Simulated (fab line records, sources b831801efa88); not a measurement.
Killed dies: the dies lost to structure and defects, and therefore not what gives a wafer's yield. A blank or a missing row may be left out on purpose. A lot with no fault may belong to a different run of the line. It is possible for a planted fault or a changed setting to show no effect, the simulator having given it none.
fab line records | flow sky130
record: lots: 6 wafers: 18 lastDay: 50
route steps=708 shown PWDE@52 NWELL@56 PAD_OPEN@708
lots that met no fault: from a run of the same line without faults
startH: start of the lot's first displayed wafer, in hours after the record's first day | waitH: time in hours since the lot's previous step | " identical to the entry in the row above | L1.1+2: several wafers, shown together as one row | - value missing, or start not given | * or withheld: withheld | < > ~ a bound
route shown NAME@n: names a module that has steps shown in the file, with the first one's number in the route | usual: mean/standard deviation taken from wafers without a fault | same: alike in all rows | chamber/n: place in a boat | sites: the reading at each site | _std_site: the values' standard deviation | _edge_site: the outer-site mean with the inner-site mean subtracted | radiusMm: for every site, how far away it sits from the centre of the wafer | mask NAME#n: copy n | behind: the most recent tool/chamber to have shaped the wafer | hold: what put the lot on hold/how long, in hours/how the hold closed | device: transistor that didn't switch, given as n, p or np | end of line: the route-end tests of the same wafers | for a step that has no rows: nothing shown but its recipe | killed: the dies lost at the first sort to structure and to defects; this is not the yield of the wafer | map: shows each die of a wafer: x if killed, . if not, _ if none is there
set.NAME: the setting that was run; set.NAME@STEP: the one run at that earlier step | model.NAME: the simulator's own value behind a step, which no gauge read
lots at selected steps of the route; one table per step, one row per wafer
services: when a tool's chamber went out of use (startH, in hours from the record's first day, below 0 if earlier), for how many hours, and the reason
== steps ==
step: SKY_PWDE_OVL_MEAS_07
usual: PWDE_OVL: 1.1/1.4
columns lot.wafer tool chamber startH waitH PWDE_OVL[nm]
L780.2 overlay-02 - 83.67 - 2.3
L780.3 " - " " 2.3
L780.4 " - " " 1.9
L781.1 overlay-01 - 87.21 - 0.9
L781.5 " - " " 2.0
L781.6 " - " " 2.4
L790.1 overlay-01 - 146.26 - 0.3
L790.3 " - " " 0.0
L790.5 " - " " 0.5
L793.1 overlay-01 - 166.40 - -0.2
L793.2 " - " " 1.8
L793.4 " - " " -0.3
L797.2 overlay-01 - 184.65 - -2.8
L797.5 " - " " 0.2
L797.6 " - " " -2.2
L798.1 overlay-02 - 186.45 - 3.8
L798.3 " - " " 2.4
L798.6 " - " " 2.5
step: SKY_PWDE_IMPLANT_08
recipe: species: B energyKev: 150 doseCm2: 3.6e+12 tiltDeg: withheld
step: SKY_PWDE_STRIP_09
recipe: chemistry: O2/N2 powerW: 1400 pressureMtorr: 1500 platenTempC: withheld o2FlowSccm: 3000 n2FlowSccm: 300 overashFraction: 0.5
usual: drypumpMotorCurrentA: 5.9/0.35 oesProductAu: 0.723/0.0042 stripTimeToEndpointS: 36.93/0.11
columns lot.wafer tool chamber startH waitH drypumpMotorCurrentA oesProductAu rfHoursCounterH stripTimeToEndpointS
L780.2 plasmaAsher-04 1 83.85 0.1 6.4 0.722 25 36.90
L780.3 " 1 " " 6.3 0.727 - 37.01
L780.4 " 0 " " 5.4 0.714 - 36.99
L781.1 plasmaAsher-02 0 87.40 0.1 6.1 0.720 43 36.84
L781.5 " 1 " " 5.6 0.721 - 36.77
L781.6 " 0 " " 6.1 0.725 - 36.85
L790.1 plasmaAsher-03 0 146.45 0.1 5.5 0.717 45 36.73
L790.3 " 0 " " 5.5 0.721 - 36.87
L790.5 " 1 " " 6.1 0.725 - 36.87
L793.1 plasmaAsher-03 1 166.58 0.1 6.1 0.727 47 36.78
L793.2 " 0 " " 5.6 0.728 47 37.01
L793.4 " 1 " " 6.2 0.719 - 37.00
L797.2 plasmaAsher-02 0 184.83 0.1 6.1 0.725 53 36.85
L797.5 " 0 " " 6.0 0.723 - 36.91
L797.6 " 1 " " 5.6 0.725 - 36.97
L798.1 plasmaAsher-02 1 186.63 0.1 5.6 0.720 53 36.73
L798.3 " 1 " " 5.7 0.713 - 36.84
L798.6 " 0 " " 6.1 0.721 - 36.87
step: SKY_PWDE_TW_MEAS_10
usual: PWDE_TW: 375.5/2.3
columns lot.wafer tool chamber startH waitH PWDE_TW
L780.2 filmMetro-02 - 83.96 0.1 375.6
L780.3 " - " " 374.2
L780.4 " - " " 374.4
L781.1 filmMetro-03 - 87.50 0.1 378.7
L781.5 " - " " 377.5
L781.6 " - " " 378.6
L790.1 filmMetro-03 - 146.55 0.1 377.1
L790.3 " - " " 377.6
L790.5 " - " " 375.7
L793.1 filmMetro-03 - 166.68 0.1 378.4
L793.2 " - " " 377.9
L793.4 " - " " 376.4
L797.2 filmMetro-03 - 184.94 0.1 375.4
L797.5 " - " " 378.3
L797.6 " - " " 377.3
L798.1 filmMetro-04 - 186.73 0.1 371.9
L798.3 " - " " 371.3
L798.6 " - " " 371.4
step: SKY_NWELL_DEHYDRATE_03
recipe: tempC: 200 timeS: 60
step: SKY_NWELL_HMDS_04
recipe: primeTimeS: 60 primeTempC: 120
step: SKY_NWELL_COAT_05
recipe: spinRpm: 2000 resistThkNm: 3000
step: SKY_NWELL_SOFTBAKE_06
recipe: tempC: 110 timeS: withheld
step: SKY_NWELL_EXPOSE_07
recipe: maskId: NWM na: 0.6 sourceShape: conventional sigmaOuter: 0.6 polarization: unpolarized targetCdNm: 840 doseMj: 255
step: SKY_NWELL_PEB_08
recipe: tempC: 115 timeS: withheld
step: SKY_NWELL_DEVELOP_09
recipe: wallAngleDeg: 90 developer: TMAH developTimeS: 62.97 devTempC: 23
step: SKY_NWELL_OVL_MEAS_10
usual: NWELL_00_OVL: 0.6/1.5
columns lot.wafer tool chamber startH waitH NWELL_00_OVL[nm]
L780.2 overlay-01 - 101.37 - -2.2
L780.3 " - " " -2.8
L780.4 " - " " -0.1
L781.1 overlay-01 - 105.01 - 1.0
L781.5 " - " " -0.7
L781.6 " - " " 1.2
L790.1 overlay-02 - 166.76 - -1.6
L790.3 " - " " -1.4
L790.5 " - " " 0.0
L793.1 overlay-02 - 186.85 - 1.8
L793.2 " - " " 1.8
L793.4 " - " " 1.1
L797.2 overlay-01 - 205.11 - 1.4
L797.5 " - " " 0.1
L797.6 " - " " -0.6
L798.1 overlay-02 - 207.15 - 2.7
L798.3 " - " " 2.6
L798.6 " - " " 3.6
step: SKY_NWELL_IMPLANT_11
recipe: species: P energyKev: 400 doseCm2: 1.9e+13 tiltDeg: withheld
usual: beamEnergyKeV: 399.99/0.14 doseIonsCm2: 1.8999e+13/2.2e+10 faradayCurrentUA: 107.3/2.1
columns lot.wafer tool chamber startH waitH beamEnergyKeV doseIonsCm2 faradayCurrentUA
L780.2 implanter-01 0 101.42 0.0 399.95 1.898e+13 107.0
L780.3 " 0 " " 399.70 1.9025e+13 106.3
L780.4 " 0 " " 399.84 1.9e+13 106.8
L781.1 implanter-03 0 105.05 0.0 399.74 1.9021e+13 109.6
L781.5 " 0 " " 400.08 1.8999e+13 105.4
L781.6 " 0 " " 399.89 1.8995e+13 109.5
L790.1 implanter-03 0 166.80 0.0 399.94 1.1245e+13 65.7
L790.3 " 0 " " 399.90 1.1244e+13 63.8
L790.5 " 0 " " 400.05 1.1236e+13 63.7
L793.1 implanter-03 0 186.89 0.0 399.96 1.1227e+13 63.4
L793.2 " 0 " " 400.03 1.1222e+13 63.1
L793.4 " 0 " " 399.73 1.1274e+13 63.4
L797.2 implanter-02 0 205.16 0.0 400.02 1.8967e+13 109.1
L797.5 " 0 " " 399.97 1.903e+13 107.6
L797.6 " 0 " " 400.20 1.8995e+13 105.8
L798.1 implanter-02 0 207.18 0.0 399.89 1.8989e+13 105.3
L798.3 " 0 " " 400.14 1.8995e+13 105.6
L798.6 " 0 " " 400.04 1.9021e+13 108.5
step: SKY_NWELL_IMPLANT_12
recipe: species: P energyKev: 120 doseCm2: 1.3e+12 tiltDeg: withheld
step: SKY_NWELL_IMPLANT_13
recipe: species: P energyKev: 50 doseCm2: 7e+11 tiltDeg: withheld
step: SKY_NWELL_STRIP_14
recipe: chemistry: O2/N2 powerW: 1400 pressureMtorr: 1500 platenTempC: withheld o2FlowSccm: 3000 n2FlowSccm: 300 overashFraction: 0.5
usual: drypumpMotorCurrentA: 6.1/0.45 oesProductAu: 0.723/0.0046 stripTimeToEndpointS: 36.94/0.13
columns lot.wafer tool chamber startH waitH drypumpMotorCurrentA oesProductAu rfHoursCounterH stripTimeToEndpointS
L780.2 plasmaAsher-03 1 101.85 0.1 6.1 0.731 41 37.03
L780.3 " 1 " " 6.1 0.715 - 37.21
L780.4 " 0 " " 5.5 0.726 - 37.02
L781.1 plasmaAsher-01 0 105.50 0.1 6.7 0.719 44 37.06
L781.5 " 0 " " 6.7 0.731 - 37.09
L781.6 " 1 " " 5.9 0.728 - 37.09
L790.1 plasmaAsher-01 0 167.25 0.1 6.7 0.719 5 36.88
L790.3 " 0 " " 6.7 0.726 - 36.86
L790.5 " 0 " " 6.7 0.717 - 36.80
L793.1 plasmaAsher-03 1 187.34 0.1 6.1 0.719 48 36.89
L793.2 " 0 " " 5.6 0.722 48 36.91
L793.4 " 0 " " 5.5 0.724 - 36.91
L797.2 plasmaAsher-03 0 205.59 0.1 5.5 0.725 50 37.11
L797.5 " 0 " " 5.5 0.729 - 36.97
L797.6 " 1 " " 6.1 0.724 - 36.98
L798.1 plasmaAsher-04 1 207.63 0.1 6.4 0.726 38 36.60
L798.3 " 0 " " 5.5 0.729 - 36.65
L798.6 " 1 " " 6.3 0.724 - 36.64
step: SKY_NWELL_TW_MEAS_15
usual: NWELL_TW: 1829/12
columns lot.wafer tool chamber startH waitH NWELL_TW
L780.2 filmMetro-03 - 101.96 0.1 1825
L780.3 " - " " 1838
L780.4 " - " " 1849
L781.1 filmMetro-02 - 105.60 0.1 1830
L781.5 " - " " 1838
L781.6 " - " " 1835
L790.1 filmMetro-02 - 167.35 0.1 1558
L790.3 " - " " 1557
L790.5 " - " " 1556
L793.1 filmMetro-03 - 187.44 0.1 1578
L793.2 " - " " 1574
L793.4 " - " " 1568
L797.2 filmMetro-04 - 205.70 0.1 1813
L797.5 " - " " 1817
L797.6 " - " " 1810
L798.1 filmMetro-02 - 207.73 0.1 1825
L798.3 " - " " 1823
L798.6 " - " " 1826
step: SKY_NWELL_DEHYDRATE_16
recipe: tempC: 200 timeS: 60
step: SKY_NWELL_HMDS_17
recipe: primeTimeS: 60 primeTempC: 120
step: SKY_NWELL_COAT_18
recipe: spinRpm: 2000 resistThkNm: 3000
step: SKY_NWELL_SOFTBAKE_19
recipe: tempC: 110 timeS: withheld
step: SKY_NWELL_EXPOSE_20
recipe: maskId: NWM_COMPLEMENT na: 0.6 sourceShape: conventional sigmaOuter: 0.6 polarization: unpolarized targetCdNm: 840 doseMj: 260
step: SKY_NWELL_PEB_21
recipe: tempC: 115 timeS: withheld
step: SKY_NWELL_DEVELOP_22
recipe: wallAngleDeg: 90 developer: TMAH developTimeS: 60 devTempC: 23
step: SKY_NWELL_OVL_MEAS_23
usual: NWELL_01_OVL: 0.6/1.4
columns lot.wafer tool chamber startH waitH NWELL_01_OVL[nm]
L780.2 overlay-02 - 120.35 - 2.7
L780.3 " - " " 3.2
L780.4 " - " " 1.7
L781.1 overlay-01 - 123.11 - 1.5
L781.5 " - " " 0.9
L781.6 " - " " 2.9
L790.1 overlay-02 - 187.85 - 3.2
L790.3 " - " " 1.7
L790.5 " - " " 1.5
L793.1 overlay-01 - 207.50 - 0.1
L793.2 " - " " 0.0
L793.4 " - " " 0.4
L797.2 overlay-01 - 226.80 - -1.3
L797.5 " - " " -0.5
L797.6 " - " " -0.1
L798.1 overlay-02 - 228.55 - 1.4
L798.3 " - " " -0.4
L798.6 " - " " -0.3
step: SKY_NWELL_IMPLANT_24
recipe: species: B energyKev: 140 doseCm2: 9.2e+12 tiltDeg: withheld
step: SKY_NWELL_STRIP_25
recipe: chemistry: O2/N2 powerW: 1400 pressureMtorr: 1500 platenTempC: withheld o2FlowSccm: 3000 n2FlowSccm: 300 overashFraction: 0.5
usual: drypumpMotorCurrentA: 5.9/0.41 oesProductAu: 0.723/0.0046 stripTimeToEndpointS: 36.91/0.099
columns lot.wafer tool chamber startH waitH drypumpMotorCurrentA oesProductAu rfHoursCounterH stripTimeToEndpointS
L780.2 plasmaAsher-04 0 120.53 0.1 5.4 0.711 29 36.89
L780.3 " 1 " " 6.3 0.719 - 36.95
L780.4 " 0 " " 5.4 0.720 - 37.04
L781.1 plasmaAsher-04 1 123.30 0.1 6.4 0.733 29 36.85
L781.5 " 0 " " 5.4 0.728 - 36.94
L781.6 " 1 " " 6.4 0.725 - 36.91
L790.1 plasmaAsher-03 1 188.04 0.1 6.1 0.726 48 36.66
L790.3 " 0 " " 5.5 0.721 - 36.81
L790.5 " 1 " " 6.1 0.722 - 36.87
L793.1 plasmaAsher-03 1 207.68 0.1 6.1 0.723 50 37.18
L793.2 " 0 " " 5.5 0.721 50 37.04
L793.4 " 0 " " 5.5 0.717 - 37.10
L797.2 plasmaAsher-01 1 226.98 0.1 5.9 0.724 11 36.92
L797.5 " 0 " " 6.7 0.719 - 37.04
L797.6 " 1 " " 5.9 0.719 - 36.82
L798.1 plasmaAsher-04 0 228.74 0.1 5.4 0.729 40 36.84
L798.3 " 1 " " 6.3 0.720 - 36.86
L798.6 " 1 " " 6.3 0.719 - 36.91
step: SKY_NWELL_TW_MEAS_26
usual: NWELL_2_TW: 499.7/2.7
columns lot.wafer tool chamber startH waitH NWELL_2_TW
L780.2 filmMetro-02 - 120.64 0.1 496.6
L780.3 " - " " 493.5
L780.4 " - " " 497.4
L781.1 filmMetro-03 - 123.40 0.1 501.5
L781.5 " - " " 500.3
L781.6 " - " " 502.8
L790.1 filmMetro-02 - 188.14 0.1 501.5
L790.3 " - " " 502.1
L790.5 " - " " 498.9
L793.1 filmMetro-03 - 207.78 0.1 504.1
L793.2 " - " " 504.4
L793.4 " - " " 505.6
L797.2 filmMetro-02 - 227.09 0.1 498.3
L797.5 " - " " 498.0
L797.6 " - " " 497.6
L798.1 filmMetro-02 - 228.84 0.1 496.3
L798.3 " - " " 495.7
L798.6 " - " " 493.5
step: SKY_NWELL_CLEAN_27
recipe: chemistry: SC1/SC2 mix: 1:4:20 tempC: 70 timeS: 156.3 dry: n2Spin
step: SKY_NWELL_RTA_28
recipe: tempC: 1050 timeS: 30 idleTempC: 650 rampUpCPerS: 150 rampDownCPerS: 90 ambient: N2
usual: chamberO2Ppm: 1.997/0.02 lampPowerPct: 25.30/0.055 wafer_temp_C_max: 1054.9/0.92
columns lot.wafer tool chamber startH waitH chamberO2Ppm lampPowerPct wafer_temp_C_max
L780.2 rtpAnneal-01 0 120.76 0.0 1.981 25.30 1053.7
L780.3 " 0 " " 1.985 25.33 1053.8
L780.4 " 0 " " 2.006 25.36 1055.7
L781.1 rtpAnneal-02 0 123.51 0.0 2.046 25.38 1053.8
L781.5 " 0 " " 1.990 25.30 1054.1
L781.6 " 0 " " 1.999 25.30 1053.4
L790.1 rtpAnneal-01 0 188.25 0.0 1.995 25.34 1054.3
L790.3 " 0 " " 1.996 25.26 1054.7
L790.5 " 0 " " 1.971 25.31 1054.4
L793.1 rtpAnneal-02 0 207.89 0.0 1.990 25.37 1054.0
L793.2 " 0 " " 2.002 25.24 1055.4
L793.4 " 0 " " 2.024 25.32 1053.9
L797.2 rtpAnneal-02 0 227.21 0.0 1.981 25.44 1054.9
L797.5 " 0 " " 1.977 25.43 1055.1
L797.6 " 0 " " 2.011 25.34 1055.6
L798.1 rtpAnneal-01 0 228.95 0.0 2.014 25.31 1055.1
L798.3 " 0 " " 1.988 25.27 1055.5
L798.6 " 0 " " 1.973 25.38 1054.9
step: SKY_NWELL_RS_MEAS_29
recipe: thkMeasGauge: four-point-probe
usual: NWELL_RS: 624.5/1.6
columns lot.wafer tool chamber startH waitH NWELL_RS[ohm/sq]
L780.2 filmMetro-03 - 120.86 0.1 622.2
L780.3 " - " " 623.0
L780.4 " - " " 621.4
L781.1 filmMetro-02 - 123.61 0.1 625.2
L781.5 " - " " 622.8
L781.6 " - " " 624.6
L790.1 filmMetro-04 - 188.35 0.1 827.6
L790.3 " - " " 827.4
L790.5 " - " " 830.3
L793.1 filmMetro-02 - 207.99 0.1 820.9
L793.2 " - " " 822.5
L793.4 " - " " 820.4
L797.2 filmMetro-04 - 227.31 0.1 624.1
L797.5 " - " " 623.0
L797.6 " - " " 623.5
L798.1 filmMetro-04 - 229.05 0.1 624.5
L798.3 " - " " 625.6
L798.6 " - " " 627.1
step: SKY_PAD_OPEN_PROBE_99
columns lot.wafer tool chamber startH waitH model.etest.nfet_16v.rOnOhmUm model.etest.pfet_16v.rOnOhmUm model.etest.resNwell.lineOhmUm model.etest.resNwell.rsOhmSq model.etest.pfetG5v0d10v5.rOnOhmUm model.etest.tip_p_5v.rsOhmSq model.etest.resNwell.widthNm model.etest.resIsoPwell.widthNm
L781.1 prober-02 - 1095.58 0.1 1.421e+04 1.558e+04 1159 974.9 4715 2824 845.1 2642
L781.5 prober-02 - 1095.78 0.2 1.397e+04 1.494e+04 1138 939.6 4680 2852 835.8 2655
L781.6 prober-02 - 1095.83 0.2 1.401e+04 1.533e+04 1158 976.5 4595 2827 841.6 2635
L780.2 prober-02 - 1096.57 0.1 1.409e+04 1.53e+04 1146 940.3 4780 2874 832.9 2664
L780.3 prober-02 - 1096.62 0.2 1.424e+04 1.488e+04 1121 921.8 4774 2868 833.2 2664
L780.4 prober-02 - 1096.67 0.2 1.409e+04 1.49e+04 1116 925.2 4789 2880 826.7 2654
L790.1 prober-02 - 1157.47 0.1 1.71e+04 1.495e+04 1651 1337 4693 2772 807.6 2688
L790.3 prober-02 - 1157.57 0.2 1.724e+04 1.497e+04 1654 1327 4697 2761 797 2671
L790.5 prober-02 - 1157.67 0.2 1.721e+04 1.508e+04 1676 1348 4652 2761 809.5 2683
L793.1 prober-01 - 1172.97 0.1 1.702e+04 1.507e+04 1557 1265 4646 2752 815.8 2659
L793.4 prober-01 - 1173.12 0.2 1.698e+04 1.532e+04 1574 1272 4614 2733 821.1 2658
L798.1 prober-01 - 1184.06 0.1 1.358e+04 1.514e+04 1211 1014 4706 2872 842.1 2649
L798.3 prober-01 - 1184.16 0.2 1.375e+04 1.486e+04 1184 979.9 4738 2839 839.9 2635
L798.6 prober-01 - 1184.31 0.2 1.375e+04 1.482e+04 1188 994.9 4732 2863 837.5 2652
L797.2 prober-02 - 1188.43 0.1 1.369e+04 1.468e+04 1107 925.7 4622 2827 833.6 2654
L797.5 prober-02 - 1188.58 0.2 1.383e+04 1.473e+04 1128 933.6 4570 2837 834.1 2663
L797.6 prober-02 - 1188.63 0.2 1.379e+04 1.495e+04 1137 953.9 4556 2801 836.6 2655
killed by level:class
L781.1 FIELD_ISO:geometricParticle:short=6 VIA1:geometricParticle:open=6 VIA3:geometricParticle:open=6 METAL2:geometricParticle:short=6 VIA2:geometricParticle:open=5 POLY_GATE:geometricParticle:short=5 LI_CONTACT:geometricParticle:open=5 CONTACT:geometricParticle:open=4
L781.5 CONTACT:geometricParticle:open=13 VIA1:geometricParticle:open=13 METAL1:geometricParticle:short=8 VIA1:geometricParticle:short=7 LI_CONTACT:geometricParticle:open=6 METAL2:geometricParticle:short=5 VIA3:geometricParticle:open=5 LOCAL_INTERCONNECT:geometricParticle:short=4
L781.6 VIA1:geometricParticle:open=12 VIA3:geometricParticle:open=8 CONTACT:geometricParticle:open=7 METAL2:geometricParticle:short=7 METAL1:geometricParticle:short=5 METAL3:geometricParticle:short=5 POLY_GATE:geometricParticle:short=4 SPACER:geometricParticle:open=4
L780.2 VIA1:geometricParticle:open=11 VIA3:geometricParticle:open=9 VIA2:geometricParticle:open=8 CONTACT:geometricParticle:open=7 METAL1:geometricParticle:short=7 LOCAL_INTERCONNECT:geometricParticle:short=6 VIA1:geometricParticle:short=6 LI_CONTACT:geometricParticle:open=5
L780.3 VIA1:geometricParticle:open=11 CONTACT:geometricParticle:open=9 FIELD_ISO:geometricParticle:short=8 LI_CONTACT:geometricParticle:open=8 VIA2:geometricParticle:open=7 VIA1:geometricParticle:short=6 METAL1:geometricParticle:short=5 VIA3:geometricParticle:short=5
L780.4 CONTACT:geometricParticle:open=9 METAL1:geometricParticle:short=9 VIA1:geometricParticle:open=9 POLY_GATE:geometricParticle:open=5 LI_CONTACT:geometricParticle:open=5 LOCAL_INTERCONNECT:geometricParticle:short=5 VIA1:geometricParticle:short=5 LI_CONTACT:geometricParticle:short=4
L790.1 VIA1:geometricParticle:open=11 CONTACT:geometricParticle:open=7 METAL2:geometricParticle:short=7 VIA3:geometricParticle:open=6 LI_CONTACT:geometricParticle:open=5 VIA1:geometricParticle:short=5 LOCAL_INTERCONNECT:geometricParticle:short=4 METAL4:geometricParticle:short=4
L790.3 VIA3:geometricParticle:open=12 CONTACT:geometricParticle:open=11 VIA1:geometricParticle:open=9 CONTACT:geometricParticle:short=7 VIA2:geometricParticle:open=7 LI_CONTACT:geometricParticle:open=6 METAL2:geometricParticle:short=6 POLY_GATE:geometricParticle:open=5
L790.5 LI_CONTACT:geometricParticle:open=8 VIA2:geometricParticle:open=8 VIA1:geometricParticle:open=7 VIA3:geometricParticle:open=7 METAL2:geometricParticle:short=5 LOCAL_INTERCONNECT:geometricParticle:short=4 CONTACT:geometricParticle:short=4 CONTACT:geometricParticle:open=4
L798.1 VIA3:geometricParticle:open=10 METAL2:geometricParticle:short=9 VIA1:geometricParticle:open=9 VIA1:geometricParticle:short=7 VIA2:geometricParticle:open=6 CONTACT:geometricParticle:open=6 SPACER:geometricParticle:open=4 LI_CONTACT:geometricParticle:open=4
L798.3 VIA1:geometricParticle:open=12 LI_CONTACT:geometricParticle:open=9 CONTACT:geometricParticle:open=8 VIA3:geometricParticle:open=7 VIA1:geometricParticle:short=6 METAL2:geometricParticle:short=6 LOCAL_INTERCONNECT:geometricParticle:short=4 CONTACT:geometricParticle:short=4
L798.6 LI_CONTACT:geometricParticle:open=10 VIA1:geometricParticle:open=10 VIA3:geometricParticle:open=9 LOCAL_INTERCONNECT:geometricParticle:short=8 CONTACT:geometricParticle:open=7 METAL1:geometricParticle:short=6 FIELD_ISO:geometricParticle:short=5 POLY_GATE:geometricParticle:short=5
L797.2 VIA1:geometricParticle:open=12 LI_CONTACT:geometricParticle:open=7 CONTACT:geometricParticle:open=6 METAL1:geometricParticle:short=6 FIELD_ISO:geometricParticle:short=5 CONTACT:geometricParticle:short=5 VIA3:geometricParticle:open=5 POLY_GATE:geometricParticle:short=4
L797.5 CONTACT:geometricParticle:open=7 LI_CONTACT:geometricParticle:open=6 METAL1:geometricParticle:short=6 LOCAL_INTERCONNECT:geometricParticle:short=5 VIA2:geometricParticle:open=5 POLY_GATE:geometricParticle:open=4 POLY_GATE:geometricParticle:short=4 VIA2:geometricParticle:short=4
L797.6 VIA2:geometricParticle:open=11 CONTACT:geometricParticle:short=7 CONTACT:geometricParticle:open=7 VIA1:geometricParticle:open=7 VIA1:geometricParticle:short=7 VIA3:geometricParticle:open=7 METAL1:geometricParticle:short=5 VIA2:geometricParticle:short=5
== services ==
columns tool chamber startH hours kind
rtpAnneal-01 - 61.42 2.5 pm
rtpAnneal-01 - 77.83 6.0 pm
implanter-02 - 81.49 2.6 repair
plasmaAsher-02 - 92.35 0.8 repair
plasmaAsher-01 - 108.75 9.0 pm
plasmaAsher-01 0 108.75 9.0 ventCycle
plasmaAsher-01 1 108.75 9.0 ventCycle
plasmaAsher-01 0 117.75 - clean
plasmaAsher-01 1 117.75 - clean
implanter-03 - 120.96 1.1 repair
implanter-01 - 128.02 3.6 repair
plasmaAsher-03 - 167.04 19.2 repair
implanter-03 - 176.61 5.1 repair
implanter-03 - 177.82 2.4 repair
implanter-02 - 189.89 3.6 repair
== key ==
firstSign: step: SKY_NWELL_IMPLANT_11 reading: doseIonsCm2 direction: down sigmas: 99+ usual: * struck: *
effect: step: SKY_NWELL_IMPLANT_11 reading: faradayCurrentUA direction: down sigmas: 21 usual: 107.3 struck: 63.9
effect: step: SKY_NWELL_TW_MEAS_15 reading: NWELL_TW direction: down sigmas: 23 usual: 1829 struck: 1565
effect: step: SKY_NWELL_RS_MEAS_29 reading: NWELL_RS direction: up sigmas: 99+ usual: 624.5 struck: 824.9
modelEffect: step: SKY_PAD_OPEN_PROBE_99 value: etest.nfet_16v.rOnOhmUm without: 1.437e+04 struck: 1.711e+04
metAt SKY_NWELL_IMPLANT_11
struckWafers L790.1,L790.3,L790.5,L793.1,L793.2,L793.4
sortLeftOut L793.1,L793.2,L793.4
testerLeftOut L790,L793
onsetBetween 105.05 166.80
fault: kind: processParameterDrift tool: implanter-03 chamber: - onsetH: 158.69 steps: SKY_NWELL_IMPLANT_11 channel: doseCm2 offset: * shape: step endH: 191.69 actsIn: * stated: *
testerLeftOut: of these lots the tester's yield and bins aren't shown, on N5 and GAA mostly nor the transistor test; their killed dies are dies lost to structure and defects alone, not to doping, threshold or leakage, so they don't give the yield
sortLeftOut: the simulated sort isn't trusted on such a fault, so these wafers' sort isn't shown, and their yield isn't known
